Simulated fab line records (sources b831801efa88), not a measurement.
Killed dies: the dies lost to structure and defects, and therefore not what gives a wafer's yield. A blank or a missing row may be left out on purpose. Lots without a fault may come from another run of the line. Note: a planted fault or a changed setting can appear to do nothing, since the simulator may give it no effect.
Split-lot study	flow sfqLine	route with 325 steps; 5 lots, 23 wafers read

== ABOUT THE SPLIT ==
At SFQ_TRILAYER_I0_CMP_CMP_028 (polishes SiO2), the setting leaveAboveRefNm was moved away from the recipe's 200 nm on 8 of the 23 wafers read, by -3.7% to +6.5%. The other wafers ran this setting at the recipe's value.

== FROM THE SPLIT TO THE READING: what the file shows between them, 5 steps ==
- SFQ_TRILAYER_I0_METRO_MEASURE_029
- SFQ_TRILAYER_I0_VIA_LITHO_EXPOSE_032: exposes mask I0, target cd 500 nm (also split here: doseMj)
- SFQ_TRILAYER_I0_VIA_LITHO_PEB_034: peb time 60 s
- SFQ_TRILAYER_I0_VIA_LITHO_DEVELOP_033: time 60 s
- SFQ_TRILAYER_I0_VIA_BARC_OPEN_VIA_ETCH_046: etches BARC in O2, target depth 125 nm, time 41.7 s

== THE READING ==
oesProductAu, in a.u., at SFQ_TRILAYER_I0_VIA_ETCH_VIA_ETCH_034 (etches SiO2 in CHF3, stops on Nb, target depth 260 nm). On this fab line, fault-free wafers typically give 0.852 a.u. with a standard deviation of 0.0061 a.u.

wafer	tool, chamber at the split	leaveAboveRefNm as run, nm	against the recipe	oesProductAu, a.u.	against lot-mates on the recipe
L074.1	cmp-02, 2	200	recipe	0.857	-
L074.2	cmp-02, 1	200	recipe	0.854	-
L074.3	cmp-02, 3	192.6	-3.7%	0.829	-0.028
L074.5	cmp-02, 2	192.6	-3.7%	0.839	-0.018
L074.6	cmp-02, 3	200	recipe	0.860	-
L078.1	cmp-02, 1	212.8	+6.4%	0.878	+0.025
L078.3	cmp-02, 2	200	recipe	0.856	-
L078.4	cmp-02, 0	200	recipe	0.847	-
L078.5	cmp-02, 3	212.8	+6.4%	0.878	+0.025
L078.6	cmp-02, 2	200	recipe	0.855	-
L079.1	cmp-02, 2	200	recipe	0.856	-
L079.2	cmp-02, 3	200	recipe	0.853	-
L079.4	cmp-02, 1	200	recipe	0.854	-
L082.1	cmp-01, 2	200	recipe	0.857	-
L082.2	cmp-01, 3	200	recipe	0.863	-
L082.3	cmp-01, 0	212.4	+6.2%	0.892	+0.032
L082.5	cmp-01, 1	212.4	+6.2%	0.889	+0.029
L082.6	cmp-01, 2	200	recipe	0.859	-
L083.1	cmp-02, 1	200	recipe	0.850	-
L083.2	cmp-02, 3	200	recipe	0.852	-
L083.4	cmp-02, 2	200	recipe	0.858	-
L083.5	cmp-02, 1	212.9	+6.5%	0.883	+0.030
L083.6	cmp-02, 2	212.9	+6.5%	0.887	+0.034

THE FIT
A straight line over all 23 wafers: oesProductAu changes by +0.00477 a.u. for each +1% of leaveAboveRefNm; r = +0.96; the points scatter about the line by 0.0049 a.u.
The same after taking each lot's own level away (the mean of its wafers on the recipe; 23 wafers): +0.00487 a.u. for each +1%; r = +0.97; scatter 0.0037 a.u.
Per that fit: largest leaveAboveRefNm move, reading shift of 0.031 a.u.
From 0.8527 to 0.8597 a.u.: that is the span of the lots' own levels, equal to 1.1 times the standard deviation above.
Hence the lot-to-lot level has little effect on the slope; both slopes agree.
Check: for one of the wafers moved furthest among these (+6.5%), held out of the fit, the line's prediction against its lot-mates is +0.0307 a.u. It came out at +0.0297 a.u. against them.

== OTHER SPLITS ON THESE WAFERS ==
Other splits were also applied to these wafers ahead of the reading. Each is held against what the fit with the lots' levels taken away leaves over:
other split on the same wafers	wafers away from the commonest value	r with oesProductAu (lot level and that fit taken away)
SFQ_TRILAYER_L0_LITHO_COAT_005 spinRpm	8	+0.06
SFQ_TRILAYER_L0_LITHO_EXPOSE_006 doseMj	5	-0.25
SFQ_TRILAYER_L0_CAP_PECVD_011 timeS	7	-0.14
SFQ_TRILAYER_L0_VIA_ETCH_VIA_ETCH_016 biasW	6	+0.38
SFQ_TRILAYER_M0_LITHO_COAT_026 spinRpm	5	+0.12
SFQ_TRILAYER_I0_VIA_LITHO_EXPOSE_032 doseMj	10	-0.15

== THE WHOLE CHAIN: every reading that the file lists as answering this split, in the file's order ==
step	what it does	reading	change (the file's fit)	r (the file's)
SFQ_TRILAYER_I0_CMP_CMP_028	polishes SiO2	SiO2_of_TRILAYER_I0_DEP_PECVD_027.thkNm (the simulator's own value, which no gauge read)	+2.09 nm for each +1% of the setting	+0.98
SFQ_TRILAYER_I0_METRO_MEASURE_029		thkNm	+2.09 nm for each +1% of the setting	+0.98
SFQ_TRILAYER_I0_VIA_ETCH_VIA_ETCH_034	etches SiO2 in CHF3, stops on Nb, target depth 260 nm	oesProductAu	+0.00478 a.u. for each +1% of the setting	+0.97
SFQ_TRILAYER_I0_VIA_ETCH_VIA_ETCH_034	etches SiO2 in CHF3, stops on Nb, target depth 260 nm	etch.depthNm (the simulator's own value, which no gauge read)	+2.26 nm for each +1% of the setting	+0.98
SFQ_TRILAYER_I0_VIA_ETCH_VIA_ETCH_034	etches SiO2 in CHF3, stops on Nb, target depth 260 nm	I0.featureDepthNm (the simulator's own value, which no gauge read)	+2.09 nm for each +1% of the setting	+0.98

== FILE'S OWN FIT ==
oesProductAu changes by +0.00478 a.u. for each +1% of leaveAboveRefNm, r = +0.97.
